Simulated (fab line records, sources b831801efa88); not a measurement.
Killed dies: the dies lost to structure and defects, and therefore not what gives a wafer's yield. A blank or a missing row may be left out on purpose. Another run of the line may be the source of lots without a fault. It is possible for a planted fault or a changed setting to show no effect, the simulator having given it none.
Comparing a struck lot with a sound one || flow gf180mcu || 17 steps out of a route of 602
Sound: these wafers, L916.1, L916.2, L916.4. Wafers struck: L925.3, L925.4, L925.6. At the end, the cause is stated.
For every step that has rows: the tool of each side, followed by ch and its chambers, followed by its first start. Under that, the readings that differ: sound wafers || struck wafers || difference of the means || sigmas: that difference in standard deviations of wafers without a fault.
alike: words and numbers the same on both sides, and readings whose means are apart by under 2 such deviations; not compared: readings that were withheld, readings missing a value for some wafer, numbers with overlapping values and no deviation given by the record, and bounds like >300 which may hide the same value.
The two part at a step that has a row with sigmas, a row that says differs or no value, or rows on one side only. Numbers that don't overlap but have no deviation are shown without sigmas and don't part them. A reading missing from all wafers of one side parts the sides only when that side holds two or more wafers.

GF_SAB_STRIP_13: strips in O2/N2.
  sound on plasma asher-03 ch 0,1, day 15 21:20; struck on plasma asher-02 ch 0,1, day 19 04:43
  alike: drypump motor current A, heater power w, n2 flow sccm, o2 flow sccm, oes product au, strip time to endpoint s
  not compared: rf hours counter h
then, 2 steps without rows for these wafers: GF_SALICIDE_CLEAN_00 (cleans in SC1/SC2, time 150 s); GF_SALICIDE_WET_ETCH_01 (etches SiO2 in dHF, target depth 5 nm, time 100 s).
GF_SALICIDE_SPUTTER_02: material Co, target thk 10 nm, time 20 s.
  sound on pvd sputter-03, day 15 21:32; struck on pvd sputter-02, day 19 04:52
  alike: throttle valve pct
GF_SALICIDE_SPUTTER_03: material TiN, target thk 20 nm, time 16.7 s.
  sound on pvd sputter-03, day 15 21:34; struck on pvd sputter-02, day 19 04:53
  alike: throttle valve pct
GF_SALICIDE_RS_MEAS_04: a four-point-probe measurement.
  sound on film metro-04, day 15 21:35; struck on film metro-02, day 19 04:58
  alike: SALICIDE_TIN_RS
GF_SALICIDE_THK_MEAS_05: measures by xrf.
  sound on film metro-04, day 15 21:43; struck on film metro-02, day 19 05:04
  alike: SALICIDE_TIN_THK
GF_SALICIDE_RTA_06: time 30 s.
  sound on rtp anneal-02 ch 0, day 15 21:46; struck on rtp anneal-01 ch 0, day 19 05:08
{"reading": "lamp power pct (%)", "sound": "7.2 7.2 7.2", "struck": "5.7 5.7 5.7", "difference": -1.5, "sigmas": -2}
  alike: wafer_temp_C_max
then, 1 step without rows for these wafers: GF_SALICIDE_WET_ETCH_07 (etches the open film in SPM, target depth 120 nm).
GF_SALICIDE_RTA_08: time 30 s.
  sound on rtp anneal-02 ch 0, day 15 21:58; struck on rtp anneal-02 ch 0, day 19 05:19
  alike: lamp power pct, wafer_temp_C_max
then, 1 step without rows for these wafers: GF_CONTACT_CVD_00 (deposits SiO2, target thk 300 nm, time 50 s).
GF_CONTACT_THK_MEAS_01:
  sound on film metro-03, day 15 22:07; struck on film metro-01, day 19 05:27
  alike: CONTACT_CVD_00_THK
GF_CONTACT_CVD_02: deposits SiO2 from TEOS, target thk 860 nm, time 95.992 s.
  sound on pecvd-03 ch 0,1, day 15 22:10; struck on pecvd-03 ch 0,1, day 19 05:29
{"reading": "model.SiO2_of_CONTACT_CVD_02.thk nm (nm)", "sound": "852.5 857 870.1", "struck": "560.6 568.3 572.6", "difference": -292.7, "sigmas": ""}
  alike: heater power w, susceptor temp C
GF_CONTACT_THK_MEAS_03:
  sound on film metro-01, day 15 22:14; struck on film metro-03, day 19 05:35
{"reading": "CONTACT_CVD_02_THK (nm)", "sound": "852 856 871", "struck": "561 569 572", "difference": -292, "sigmas": -24}
GF_CONTACT_CMP_04: polishes SiO2.
  sound on cmp-01 ch 1,2,3, day 15 22:18; struck on cmp-02 ch 0,1,2, day 19 05:40
{"reading": "time to endpoint s (s)", "sound": "117 107 121", "struck": "2 2 6", "difference": -112, "sigmas": -18}
  alike: motor current A
GF_CONTACT_BOW_MEAS_05:
  sound on film metro-01, day 15 22:36; struck on film metro-01, day 19 05:58
  alike: CONTACT_BOW
GF_PASSIVATION_PROBE_99:
  sound wafers here have rows in the record (prober-01, day 29 18:02); struck ones have none

== WHERE THEY PART ==
At GF_SALICIDE_RTA_06 first; at GF_PASSIVATION_PROBE_99 last (within this record only).

WHY: whatever the simulator had introduced
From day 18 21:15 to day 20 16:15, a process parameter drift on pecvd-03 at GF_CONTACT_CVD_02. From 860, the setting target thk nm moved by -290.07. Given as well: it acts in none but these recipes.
